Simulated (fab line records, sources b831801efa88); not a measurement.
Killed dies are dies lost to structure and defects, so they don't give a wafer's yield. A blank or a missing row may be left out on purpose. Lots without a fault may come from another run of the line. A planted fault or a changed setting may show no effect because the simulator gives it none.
Chamber matching | flow gf180mcu | GF_V2_CMP_04 on cmp-01: 4 sister chambers
The step polishes SiO2. 4 wafers are shown with their chamber, then 12 later ones without.

WAFERS WITH THEIR CHAMBER
wafer  | chamber | motor_current_A (A)
L723.5 | 2       | 12.3
L723.6 | 1       | 12.7
L724.5 | 3       | 14.5
L724.6 | 0       | 10.4

WAFERS WITHOUT THEIR CHAMBER
wafer  | motor_current_A (A)
L731.2 | 13.9
L731.5 | 12.8
L731.6 | 10.4
L730.1 | 13.2
L730.3 | 10.3
L730.5 | 12.8
L732.2 | 14.1
L732.5 | 14.2
L732.6 | 10.3
L734.1 | 10.6
L734.4 | 12.0
L734.5 | 12.1

WHICH CHAMBER EACH WENT THROUGH
wafer  | from the rows above     | in truth
L731.2 | 3                       | 3
L731.5 | can't be placed: 1 or 2 | 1
L731.6 | 0                       | 0
L730.1 | can't be placed: 1 or 2 | 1
L730.3 | 0                       | 0
L730.5 | can't be placed: 1 or 2 | 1
L732.2 | 3                       | 3
L732.5 | 3                       | 3
L732.6 | 0                       | 0
L734.1 | 0                       | 0
L734.4 | can't be placed: 2 or 1 | 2
L734.5 | can't be placed: 2 or 1 | 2
Placed correctly: 7 of 12. Can't be placed from these rows: 5 (the true chamber is among the candidates in 5). Placed wrongly: 0.
How it was worked out, from the rows above alone: a wafer's distance from a chamber is the root of the sum, over the readings, of the square of ((its reading less the chamber's mean) divided by the reading's scatter). The wafer belongs to the nearest chamber; if the next one is less than 2 further off, it can't be placed. A chamber's mean is the mean of its shown wafers. The scatter: with one shown wafer a chamber, the root of the mean of the squares of how far each hidden wafer lies from its nearest shown one.
